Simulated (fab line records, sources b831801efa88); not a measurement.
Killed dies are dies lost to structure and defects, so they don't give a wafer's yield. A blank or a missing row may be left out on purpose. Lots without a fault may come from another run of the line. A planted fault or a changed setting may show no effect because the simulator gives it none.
One fault seen from 2 desks | flow gf180mcu | each desk has only its own numbers; what lay behind them comes last

THE TOOL OWNER'S DESK: pvd_sputter-02
The tool's own readings at GF_M4_SPUTTER_01 (material TiN, target thk 30 nm, time 25 s): means of the sampled wafers that have a number, for each lot that ran on this tool. A lot is out of limits, marked OUT, if its mean lies more than 4 standard deviations from the usual mean; the brackets give that distance.
Columns: A = throttle_valve_pct at GF_M4_SPUTTER_01, usual 30.0 %
lot  | first seen here | A
L397 | day 23 02:16    | 31.1
L402 | day 25 07:12    | 32.0
L404 | day 25 16:41    | 30.1
L412 | day 28 02:10    | 30.9
L416 | day 29 02:49    | 30.0
This desk's finding: nothing out of limits on any of the 5 lots.

THE METROLOGY DESK
What the gauges read, lot by lot, whatever tool the lot ran on: means of the sampled wafers that have a number. A lot is out of limits, marked OUT, if its mean lies more than 4 standard deviations from the usual mean; the brackets give that distance.
Columns: A = V5_W_RS at GF_V5_RS_MEAS_24, usual 0.325 ohm/sq
lot  | first seen here | A
L396 | day 27 15:10    | 0.323
L397 | day 27 20:52    | 0.323
L402 | day 29 19:17    | 0.325
L404 | day 30 03:32    | 0.327
L408 | day 31 03:05    | 0.322
L409 | day 31 04:04    | 0.326
L412 | day 32 05:04    | 0.327
L413 | day 32 10:47    | 0.324
L414 | day 33 01:05    | 0.325
L415 | day 33 02:18    | 0.330
L416 | day 33 03:10    | 0.327
L418 | day 33 12:46    | 0.321
L419 | day 33 18:37    | 0.327
This desk's finding: nothing out of limits on any of the 13 lots.

PUT TOGETHER
The tool owner's desk saw nothing out of limits.
The metrology desk saw nothing out of limits.

WHAT THE SIMULATOR HAD PUT IN
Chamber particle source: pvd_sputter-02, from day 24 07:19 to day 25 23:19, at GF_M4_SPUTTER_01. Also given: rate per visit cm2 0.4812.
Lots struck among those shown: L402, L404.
